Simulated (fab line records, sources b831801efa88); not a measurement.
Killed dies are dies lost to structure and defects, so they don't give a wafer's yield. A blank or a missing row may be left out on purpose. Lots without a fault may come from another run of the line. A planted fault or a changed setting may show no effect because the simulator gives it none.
A struck lot beside a sound one | flow sky130 | 43 steps out of a route of 708
Sound: wafers L575.1, L575.2, L575.5. Struck: wafer L581.4. (L581.2, L581.3 of the same lot were not struck and are left out.) The cause comes at the end.
At each step with rows: each side's tool, then ch and its chambers, then its first start. Under that, the readings that differ: sound wafers | struck wafers | difference of the means | sigmas: that difference in standard deviations of wafers without a fault.
alike: readings whose means differ by less than 2 such deviations, and words and numbers that are the same on both sides. not compared: withheld readings, readings that some wafer has no value for, bounds like >300 that may hide the same value, and numbers for which the record gives no deviation and whose values overlap.
The two part at a step that has a row with sigmas, a row that says differs or no value, or rows on one side only. Numbers that don't overlap but have no deviation are shown without sigmas and don't part them. A reading that every wafer of one side lacks parts them only if that side has two wafers or more.

first, 5 steps without rows for these wafers: SKY_VIA1_STRIP_17 (strips in post etch residue remover, time 1200 s); SKY_VIA1_CLEAN_18 (cleans in IPA, time 180 s); SKY_VIA1_CLEAN_19 (cleans in O3/DIW); SKY_VIA1_SPUTTER_20 (material TiN, target thk 20 nm, time 80 s); SKY_VIA1_CVD_21 (deposits W, target thk 270 nm, time 80.902 s).
SKY_VIA1_RS_MEAS_22: measures by four-point-probe.
  sound on film_metro-04, day 36 16:03; struck on film_metro-01, day 38 13:19
  alike: VIA1_W_RS
SKY_VIA1_THK_MEAS_23: measures by xrf.
  sound on film_metro-04, day 36 16:10; struck on film_metro-01, day 38 13:25
  alike: VIA1_W_THK
then, 1 step without rows for these wafers: SKY_VIA1_CMP_24 (polishes, stops on SiO2, t overpolish 15 s, target thk 0 nm).
SKY_METAL2_SPUTTER_00: material Ti, target thk 15 nm, time 10 s.
  sound on pvd_sputter-04, day 36 16:32; struck on pvd_sputter-03, day 38 13:56
  alike: throttle_valve_pct
SKY_METAL2_SPUTTER_01: material TiN, target thk 20 nm, time 16.7 s.
  sound on pvd_sputter-04, day 36 16:33; struck on pvd_sputter-03, day 38 13:57
  alike: throttle_valve_pct
SKY_METAL2_SPUTTER_02: material AlCu, target thk 250 nm, time 12.89 s.
  sound on pvd_sputter-04, day 36 16:34; struck on pvd_sputter-03, day 38 13:59
  alike: throttle_valve_pct
then, 1 step without rows for these wafers: SKY_METAL2_SPUTTER_03 (material Ti, target thk 5 nm, time 3.3 s).
SKY_METAL2_SPUTTER_04: material TiN, target thk 70 nm, time 58.3 s.
  sound on pvd_sputter-04, day 36 16:37; struck on pvd_sputter-03, day 38 14:01
  alike: throttle_valve_pct
SKY_METAL2_RS_MEAS_05: measures by four-point-probe.
  sound on film_metro-02, day 36 16:40; struck on film_metro-04, day 38 14:05
  alike: METAL2_ALCU_RS
SKY_METAL2_THK_MEAS_06: measures by xrf.
  sound on film_metro-02, day 36 16:47; struck on film_metro-04, day 38 14:12
  alike: METAL2_ALCU_THK
then, 8 steps without rows for these wafers: SKY_METAL2_DEHYDRATE_07 (time 60 s); SKY_METAL2_HMDS_08 (prime time 60 s); SKY_METAL2_COAT_09 (resist thk 60 nm); SKY_METAL2_COAT_10 (resist thk 450 nm); SKY_METAL2_SOFTBAKE_11 (time 90 s); SKY_METAL2_EXPOSE_12 (exposes mask MM2, target cd 140 nm); SKY_METAL2_PEB_13; SKY_METAL2_DEVELOP_14 (develop time 60 s).
SKY_METAL2_CD_MEAS_15: target cd 140 nm.
  sound on cd_sem-02, day 37 21:20; struck on cd_sem-01, day 39 19:43
  alike: cd_nm
SKY_METAL2_OVL_MEAS_16:
  sound on overlay-01, day 37 21:28; struck on overlay-02, day 39 19:49
  alike: METAL2_OVL
SKY_METAL2_DESCUM_17: chemistry O2, time 8 s.
  sound on rie_metal-01 ch 0,1, day 37 21:30; struck on rie_metal-03 ch 1, day 39 19:51
  reading                     | sound       | struck | difference | sigmas
  drypump_motor_current_A (A) | 6.1 5.2 5.2 | 6.6    | +1.1       | +2
  alike: oes_product_au
  not compared: rf_hours_counter_h
then, 2 steps without rows for these wafers: SKY_METAL2_ETCH_18 (etches BARC in N2/H2, stops on SiO2, time 45.9 s, target depth 60 nm); SKY_METAL2_METAL_ETCH_19 (etches the open film in Cl2/BCl3, stops on SiO2, target depth 360 nm, time 78 s).
SKY_METAL2_STRIP_20: strips in O2/N2.
  sound on plasma_asher-03 ch 0,1, day 37 21:41; struck on plasma_asher-01 ch 0, day 39 20:06
  alike: drypump_motor_current_A, oes_product_au, strip_time_to_endpoint_s
  not compared: rf_hours_counter_h
then, 4 steps without rows for these wafers: SKY_METAL2_STRIP_21 (strips in post etch residue remover, time 1200 s); SKY_METAL2_CLEAN_22 (cleans in IPA, time 180 s); SKY_METAL2_CLEAN_23 (cleans in O3/DIW); SKY_VIA2_HDPCVD_00 (deposits SiO2, target thk 1180 nm, time 196.7 s).
SKY_VIA2_THK_MEAS_01:
  sound on film_metro-02, day 37 22:24; struck on film_metro-02, day 39 20:49
  alike: VIA2_HDPCVD_THK
then, 1 step without rows for these wafers: SKY_VIA2_CMP_02 (polishes SiO2).
SKY_VIA2_BOW_MEAS_03:
  sound on film_metro-03, day 37 22:46; struck on film_metro-03, day 39 21:11
  reading       | sound     | struck | difference | sigmas
  VIA2_BOW (um) | 82 105 88 | 67     | -25        | -3
then, 6 steps without rows for these wafers: SKY_VIA2_DEHYDRATE_04 (time 60 s); SKY_VIA2_HMDS_05 (prime time 60 s); SKY_VIA2_COAT_06 (resist thk 60 nm); SKY_VIA2_COAT_07 (resist thk 450 nm); SKY_VIA2_SOFTBAKE_08 (time 90 s); SKY_VIA2_EXPOSE_09 (exposes mask VIM2, target cd 200 nm).
-- the record jumps here: 10 days lie between the struck wafers' starts before and after (it left off in module VIA2 and takes up again in module PAD_OPEN, whose first step shown is number 708 of the route) --
SKY_PAD_OPEN_PROBE_99:
  sound on prober-01, day 48 16:35; struck on prober-01, day 50 00:22
  reading                               | sound             | struck | difference | sigmas
  defect_limited_yield (%)              | 78.5 85.2 83.9    | 71.5   | -11.0      | -6
  killed_at_M0_to_M3                    | 50 37 30          | 105    | +66        | +9
  killed_at_contacts                    | 37 22 33          | 16     | -15        | -3
  killed_dies                           | 106 73 79         | 140    | +54        | +6
  sort_bin_3_pad_short (%)              | 1.4 0.8 0.8       | 4.1    | +3.1       | +7
  sort_bin_5_function (%)               | 13.0 9.6 10.6     | 17.3   | +6.2       | +4
  sort_n_pass                           | 386 419 413       | 352    | -54        | -6
  sort_yield_pct (%)                    | 78.5 85.2 83.9    | 71.5   | -11.0      | -6
  model.etest.tester.sort_n_pass        | 386 419 413       | 352    | -54        |
  model.etest.tester.sort_yield_pct (%) | 78.46 85.16 83.94 | 71.54  | -10.98     |
  model.etest.tester.sort_bin_5_pct (%) | 13.01 9.553 10.57 | 17.28  | +6.24      |
  model.etest.tester.sort_bin_3_pct (%) | 1.423 0.813 0.813 | 4.065  | +3.049     |
  alike: killed_at_M4_up, killed_at_front_end, killed_at_other, killed_open, killed_short, sort_bin_6_memory

WHERE THEY PART
First at SKY_METAL2_DESCUM_17; last, within this record, at SKY_PAD_OPEN_PROBE_99.

WHY: what the simulator had put in
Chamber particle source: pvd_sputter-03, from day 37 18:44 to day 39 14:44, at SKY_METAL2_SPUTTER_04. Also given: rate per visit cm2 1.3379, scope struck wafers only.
